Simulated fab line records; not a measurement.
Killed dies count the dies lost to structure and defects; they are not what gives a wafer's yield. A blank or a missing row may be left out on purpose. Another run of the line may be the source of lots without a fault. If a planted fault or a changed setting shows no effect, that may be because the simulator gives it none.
Lot-split experiment ; flow sky130 ; on a route of 708 steps: 5 lots, 23 wafers read

ON THE SPLIT
At SKY_FIELD_ISO_CVD_03 (deposits Si3N4 from DCS/NH3, target thk 165 nm, time 2830 s), the setting tempC was moved away from the recipe's 770 C on 20 of the 23 wafers read, by -2.5% to +2.3%. All remaining wafers had this setting at the recipe value.

FROM THE SPLIT TO THE READING: what the file shows between them, 3 steps
- SKY_FIELD_ISO_THK_MEAS_04
- SKY_FIELD_ISO_DEVELOP_12: develop time 60 s (also split here: developTimeS)
- SKY_FIELD_ISO_ETCH_14: etches BARC in N2/H2, stops on SiO2, time 45.9 s, target depth 60 nm

THE READING
oesProductAu, in a.u., at SKY_FIELD_ISO_ETCH_15 (etches the open film in CHF3/O2, stops on Si, target depth 180 nm, time 72 s). On this fab line, fault-free wafers typically give 0.944 a.u. with a standard deviation of 0.0061 a.u.

wafer;tool, chamber at the split;tempC as run, C;against the recipe;oesProductAu, a.u.;against lot-mates on the recipe
L077.1;lpcvd-02, 0;770;recipe;0.941;-
L077.4;lpcvd-02, 0;770;recipe;0.941;-
L077.6;lpcvd-02, 0;770;recipe;0.939;-
L078.1;-, -;750.7;-2.5%;0.758;no lot-mate on the recipe
L078.2;-, -;750.7;-2.5%;0.766;no lot-mate on the recipe
L078.4;-, -;750.7;-2.5%;0.762;no lot-mate on the recipe
L078.5;-, -;750.7;-2.5%;0.763;no lot-mate on the recipe
L078.6;-, -;750.7;-2.5%;0.758;no lot-mate on the recipe
L081.1;-, -;776.7;+0.9%;1.020;no lot-mate on the recipe
L081.2;-, -;776.7;+0.9%;0.996;no lot-mate on the recipe
L081.3;-, -;776.7;+0.9%;0.985;no lot-mate on the recipe
L081.4;-, -;776.7;+0.9%;0.998;no lot-mate on the recipe
L081.5;-, -;776.7;+0.9%;1.005;no lot-mate on the recipe
L082.2;-, -;760.6;-1.2%;0.860;no lot-mate on the recipe
L082.3;-, -;760.6;-1.2%;0.863;no lot-mate on the recipe
L082.4;-, -;760.6;-1.2%;0.852;no lot-mate on the recipe
L082.5;-, -;760.6;-1.2%;0.854;no lot-mate on the recipe
L082.6;-, -;760.6;-1.2%;0.853;no lot-mate on the recipe
L083.1;-, -;787.7;+2.3%;0.999;no lot-mate on the recipe
L083.3;-, -;787.7;+2.3%;0.997;no lot-mate on the recipe
L083.4;-, -;787.7;+2.3%;1.002;no lot-mate on the recipe
L083.5;-, -;787.7;+2.3%;1.009;no lot-mate on the recipe
L083.6;-, -;787.7;+2.3%;0.993;no lot-mate on the recipe

FIT RESULTS
A straight line over all 23 wafers: oesProductAu changes by +0.0526 a.u. for each +1% of tempC; r = +0.95; the points scatter about the line by 0.031 a.u.
Too few moved wafers have a lot-mate on the recipe to fit a line with each lot's own level taken away.

THE WHOLE CHAIN: every reading that the file lists as answering this split, in the file's order
step;what it does;reading;change (the file's fit);r (the file's)
SKY_FIELD_ISO_CVD_03;deposits Si3N4 from DCS/NH3, target thk 165 nm, time 2830 s;Si3N4_of_FIELD_ISO_CVD_03.thkNm (the simulator's own value, which no gauge read);+24.4 nm for each +1% of the setting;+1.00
SKY_FIELD_ISO_THK_MEAS_04;;FIELD_ISO_CVD_03_THK;+24.4 for each +1% of the setting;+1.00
SKY_FIELD_ISO_ETCH_15;etches the open film in CHF3/O2, stops on Si, target depth 180 nm, time 72 s;oesProductAu;+0.0526 a.u. for each +1% of the setting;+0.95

FILE'S OWN FIT
oesProductAu changes by +0.0526 a.u. for each +1% of tempC, r = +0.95.
